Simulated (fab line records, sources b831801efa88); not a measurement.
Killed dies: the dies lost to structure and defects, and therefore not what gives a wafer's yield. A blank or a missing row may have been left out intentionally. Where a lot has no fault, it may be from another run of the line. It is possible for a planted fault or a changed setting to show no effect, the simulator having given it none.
Matching of chambers + flow sky130 + cmp-01 running SKY_VIA4_CMP_21: 4 sister chambers
The step polishes, stops on SiO2, t overpolish 25 s, target thk 0 nm. 14 wafers are shown with their chamber, then 6 later ones without.

## WAFERS WITH THEIR CHAMBER
| wafer  | chamber | motorCurrentA (A) | slurryFlowMlMin | timeToEndpointS (s) |
|--------|---------|-------------------|-----------------|---------------------|
| L510.2 | 1       | 10.4              | 150.0           | 122                 |
| L510.4 | 3       | 9.0               | 149.0           | 121                 |
| L510.5 | 1       | 10.4              | 150.6           | 116                 |
| L514.1 | 0       | 11.3              | 149.5           | 123                 |
| L514.3 | 1       | 10.2              | 150.7           | 117                 |
| L514.5 | 3       | 9.2               | 149.9           | 126                 |
| L518.1 | 3       | 8.7               | 150.3           | 123                 |
| L518.2 | 1       | 10.5              | 150.3           | 119                 |
| L518.3 | 2       | 9.0               | 150.5           | 124                 |
| L517.1 | 3       | 8.5               | 149.3           | 123                 |
| L517.5 | 0       | 11.5              | 150.0           | 125                 |
| L524.3 | 0       | 11.7              | 149.6           | 121                 |
| L524.4 | 2       | 9.0               | 150.2           | 120                 |
| L524.5 | 2       | 9.6               | 151.0           | 119                 |

SIGNATURES (means of the wafers above)
| reading         | chamber 0 | chamber 1 | chamber 2 | chamber 3 | scatter within a chamber |
|-----------------|-----------|-----------|-----------|-----------|--------------------------|
| motorCurrentA   | 11.500    | 10.375    | 9.200     | 8.850     | 0.256                    |
| slurryFlowMlMin | 149.700   | 150.400   | 150.567   | 149.625   | 0.424                    |
| timeToEndpointS | 123.00    | 118.50    | 121.00    | 123.25    | 2.36                     |
Rule: a wafer lies at a distance from a chamber equal to the root of the sum of squares, over the readings, of (its reading less the chamber's mean, divided by the reading's scatter). The wafer belongs to the nearest chamber; if the next one is less than 2 further off, it can't be placed. The scatter is the square root of a quotient: the sum, over the shown wafers, of each reading's squared deviation from its chamber's mean, divided by wafers minus chambers.

## WAFERS WHOSE CHAMBER IS MISSING
| wafer  | motorCurrentA (A) | slurryFlowMlMin | timeToEndpointS (s) |
|--------|-------------------|-----------------|---------------------|
| L528.2 | 9.0               | 150.4           | 118                 |
| L528.3 | 9.3               | 149.6           | 118                 |
| L528.5 | 10.9              | 150.5           | 123                 |
| L529.2 | 11.5              | 149.3           | 126                 |
| L529.4 | 10.5              | 149.3           | 123                 |
| L529.6 | 9.2               | 150.0           | 123                 |

## WHICH CHAMBER EACH ONE RAN IN
| wafer  | from the rows above          | in truth |
|--------|------------------------------|----------|
| L528.2 | can't be placed: 2 or 3      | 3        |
| L528.3 | can't be placed: 2 or 3 or 1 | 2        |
| L528.5 | can't be placed: 1 or 0      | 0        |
| L529.2 | 0                            | 0        |
| L529.4 | can't be placed: 1 or 0      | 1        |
| L529.6 | can't be placed: 2 or 3      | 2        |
Placed correctly: 1 of 6. Not placeable from these rows: 5 (in 5, the candidates include the true chamber). 0 placed wrongly.
